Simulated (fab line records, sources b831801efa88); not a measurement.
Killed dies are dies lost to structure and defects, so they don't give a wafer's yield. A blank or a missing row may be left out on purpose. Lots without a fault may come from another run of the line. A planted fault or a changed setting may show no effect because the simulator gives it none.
A struck lot beside a sound one | flow sfq_line | 43 steps out of a route of 325
Sound: wafers L497.2, L497.3, L497.5. Struck: wafers L502.2, L502.4, L502.5. The cause comes at the end.
At each step with rows: each side's tool, then ch and its chambers, then its first start. Under that, the readings that differ: sound wafers | struck wafers | difference of the means | sigmas: that difference in standard deviations of wafers without a fault.
alike: readings whose means differ by less than 2 such deviations, and words and numbers that are the same on both sides. not compared: withheld readings, readings that some wafer has no value for, bounds like >300 that may hide the same value, and numbers for which the record gives no deviation and whose values overlap.
The two part at a step that has a row with sigmas, a row that says differs or no value, or rows on one side only. Numbers that don't overlap but have no deviation are shown without sigmas and don't part them. A reading that every wafer of one side lacks parts them only if that side has two wafers or more.

SFQ_TRILAYER_JJ_CE_BARC_OPEN_RIE_150: chemistry O2, target BARC, target depth 240 nm, time 80 s.
  sound on rie_metal-04 ch 0,1, day 59 01:47; struck on rie_metal-01 ch 0,1, day 62 09:07
  reading                     | sound       | struck      | difference | sigmas
  drypump_motor_current_A (A) | 6.5 6.6 6.6 | 5.6 5.4 5.4 | -1.1       | -2
  alike: oes_product_au, rf_fwd_power_W
  not compared: rf_hours_counter_h
then, 10 steps without rows for these wafers: SFQ_TRILAYER_JJ_CE_ETCH_RIE_118 (chemistry SF6, target Nb, stops on Al2O3, time 97.7 s, target depth 170 nm); SFQ_TRILAYER_JJ_ANODIZE_ANODIZE_119; SFQ_TRILAYER_JJ_CE_STRIP_STRIP_120 (strips in O2); SFQ_TRILAYER_JJ_CE_STRIP_SOLV_CLEAN_121 (cleans in NMP, time 600 s); SFQ_TRILAYER_M5_LITHO_COAT_128 (resist thk 62 nm); SFQ_TRILAYER_M5_LITHO_COAT_123 (resist thk 600 nm); SFQ_TRILAYER_M5_LITHO_SOFTBAKE_127; SFQ_TRILAYER_M5_LITHO_EXPOSE_124 (exposes mask M5, target cd 700 nm); SFQ_TRILAYER_M5_LITHO_PEB_126 (peb time 60 s); SFQ_TRILAYER_M5_LITHO_DEVELOP_125 (time 60 s).
-- the record jumps here: 5 days lie between the struck wafers' starts before and after --
SFQ_M5_OVL_MEAS_932:
  sound on overlay-01, day 64 13:47; struck on overlay-01, day 67 06:01
  alike: M5_OVL
SFQ_TRILAYER_M5_BARC_OPEN_METAL_ETCH_161: etches BARC in O2, target depth 125 nm, time 41.7 s.
  sound on rie_metal-03 ch 0,1, day 64 13:49; struck on rie_metal-02 ch 0,1, day 67 06:03
  no value came back on the struck wafers for any of 5 readings (bias_w (W), chamber_pressure_mTorr (mTorr) and others); on the sound wafers bias_w (W) reads 79.86 80.09 80.33
  reading                                             | sound             | struck            | difference | sigmas
  model.KrF_of_TRILAYER_M5_LITHO_COAT_123.thk_nm (nm) | 525.5 524.9 524.1 | 574.9 573.6 574.7 | +49.6      |
  not compared: rf_hours_counter_h
SFQ_TRILAYER_M5_ETCH_METAL_ETCH_126: etches Nb in Cl2/BCl3, stops on SiO2, time 203.2 s, target depth 265 nm.
  sound on rie_metal-03 ch 0,1, day 64 13:52; struck on rie_metal-02 ch 0,1, day 67 06:07
  reading                                             | sound             | struck            | difference | sigmas
  oes_product_au (a.u.)                               | 0.728 0.731 0.743 | 0.381 0.372 0.382 | -0.356     | -61
  model.KrF_of_TRILAYER_M5_LITHO_COAT_123.thk_nm (nm) | 371.8 371.7 370.3 | 423.9 419 422     | +50.4      |
  alike: bias_w, chamber_pressure_mTorr, drypump_motor_current_A, rf_fwd_power_W
  not compared: rf_hours_counter_h
then, 2 steps without rows for these wafers: SFQ_TRILAYER_M5_STRIP_STRIP_127 (strips in O2); SFQ_TRILAYER_M5_STRIP_SOLV_CLEAN_128 (cleans in NMP, time 600 s).
SFQ_TRILAYER_A5B_DEP_PECVD_129: deposits SiO2 from SiH4/N2O, time 133.33 s, target thk 600 nm.
  sound on pecvd-04 ch 0,1, day 64 14:52; struck on pecvd-01 ch 0,2, day 67 07:05
  alike: heater_power_w, rf_fwd_power_W, susceptor_temp_C, throttle_valve_pct
then, 2 steps without rows for these wafers: SFQ_TRILAYER_A5B_CMP_CMP_130 (polishes, stops on Nb, target thk 340.7 nm); SFQ_TRILAYER_A5B_METRO_MEASURE_131.
SFQ_TRILAYER_R5_DEP_SPUTTER_132: material Ti, target thk 5 nm, time 5 s.
  sound on pvd_sputter-03, day 65 06:25; struck on pvd_sputter-03, day 67 21:25
  alike: throttle_valve_pct
SFQ_TRILAYER_R5_DEP_SPUTTER_133: material MoNx, target thk 40 nm, time 66.7 s.
  sound on pvd_sputter-03, day 65 06:26; struck on pvd_sputter-03, day 67 21:26
  alike: throttle_valve_pct
then, 1 step without rows for these wafers: SFQ_TRILAYER_R5_DEP_SPUTTER_134 (material Ti, target thk 5 nm, time 5 s).
SFQ_R5_RS_MEAS_933: measures by four-point-probe.
  sound on film_metro-03, day 65 06:32; struck on film_metro-04, day 67 21:32
  alike: R5_MONX_RS
SFQ_R5_THK_MEAS_934: measures by xrf.
  sound on film_metro-03, day 65 06:38; struck on film_metro-04, day 67 21:38
  alike: R5_MONX_THK
then, 3 steps without rows for these wafers: SFQ_TRILAYER_R5_LITHO_COAT_141 (resist thk 62 nm); SFQ_TRILAYER_R5_LITHO_COAT_136 (resist thk 600 nm); SFQ_TRILAYER_R5_LITHO_SOFTBAKE_140.
-- the record jumps here: 4 days lie between the struck wafers' starts before and after --
SFQ_TRILAYER_R5_LITHO_EXPOSE_137: exposes mask R5, target cd 500 nm.
  sound on krf_scanner-01 ch 0, day 69 04:43; struck on krf_scanner-02, day 72 05:44
  no value came back on the struck wafers for exposure_dose_mJ_cm2, focus_offset_nm (nm); on the sound wafers exposure_dose_mJ_cm2 reads 14.400 14.381 14.389
  alike: mask
then, 2 steps without rows for these wafers: SFQ_TRILAYER_R5_LITHO_PEB_139 (peb time 60 s); SFQ_TRILAYER_R5_LITHO_DEVELOP_138 (time 60 s).
SFQ_R5_OVL_MEAS_935:
  sound on overlay-01, day 69 06:01; struck on overlay-01, day 72 07:03
  reading     | sound   | struck | difference                    | sigmas
  R5_OVL (nm) | -4 -5 4 | - - -  | no value on the struck wafers |
SFQ_TRILAYER_R5_BARC_OPEN_METAL_ETCH_177: etches BARC in O2, target depth 125 nm, time 41.7 s.
  sound on rie_metal-03 ch 0,1, day 69 06:03; struck on rie_metal-01 ch 0,1, day 72 07:05
  alike: bias_w, chamber_pressure_mTorr, drypump_motor_current_A, oes_product_au, rf_fwd_power_W
  not compared: rf_hours_counter_h
then, 9 steps without rows for these wafers: SFQ_TRILAYER_R5_ETCH_METAL_ETCH_139 (etches the open film in Cl2, stops on SiO2, target depth 60 nm, time 40 s); SFQ_TRILAYER_R5_STRIP_STRIP_140 (strips in O2); SFQ_TRILAYER_R5_STRIP_SOLV_CLEAN_141 (cleans in NMP, time 600 s); SFQ_TRILAYER_A5C_DEP_PECVD_142 (deposits SiO2 from SiH4/N2O, time 15.556 s, target thk 70 nm); SFQ_TRILAYER_I5_LITHO_COAT_149 (resist thk 62 nm); SFQ_TRILAYER_I5_LITHO_COAT_144 (resist thk 650 nm); SFQ_TRILAYER_I5_LITHO_SOFTBAKE_148; SFQ_TRILAYER_I5_LITHO_PEB_147 (peb time 60 s); SFQ_TRILAYER_I5_LITHO_DEVELOP_146 (time 60 s).
SFQ_TRILAYER_I5_ETCH_VIA_ETCH_147: etches the open film in CHF3, stops on Nb, target depth 360 nm.
  sound on rie_diel-03 ch 0,1, day 69 19:32; struck on rie_diel-01 ch 1,3, day 72 13:13
  reading               | sound             | struck            | difference | sigmas
  oes_product_au (a.u.) | 1.001 0.995 0.990 | 0.373 0.367 0.375 | -0.624     | -99 or more
  alike: bias_w, chamber_pressure_mTorr, drypump_motor_current_A, rf_fwd_power_W
-- the record jumps here: 17 days lie between the struck wafers' starts before and after --
SFQ_M8_BOW_MEAS_951:
  sound on film_metro-04, day 83 23:58; struck on film_metro-04, day 89 14:14
  reading                       | sound         | struck | difference | sigmas
  model.etest.m5.comb_log10_ohm | 12 12 12      | 0 0 0  | -12        |
  model.etest.r5.comb_log10_ohm | 12 12 12      | 0 0 0  | -12        |
  model.etest.jj.g_times        | 1 1.001 1.002 | 0 0 0  | -1         |
  alike: M8_BOW

WHERE THEY PART
First at SFQ_TRILAYER_JJ_CE_BARC_OPEN_RIE_150; last, within this record, at SFQ_TRILAYER_I5_ETCH_VIA_ETCH_147. Later steps at which nothing parts them and some readings are alike: SFQ_M8_BOW_MEAS_951.

WHY: what the simulator had put in
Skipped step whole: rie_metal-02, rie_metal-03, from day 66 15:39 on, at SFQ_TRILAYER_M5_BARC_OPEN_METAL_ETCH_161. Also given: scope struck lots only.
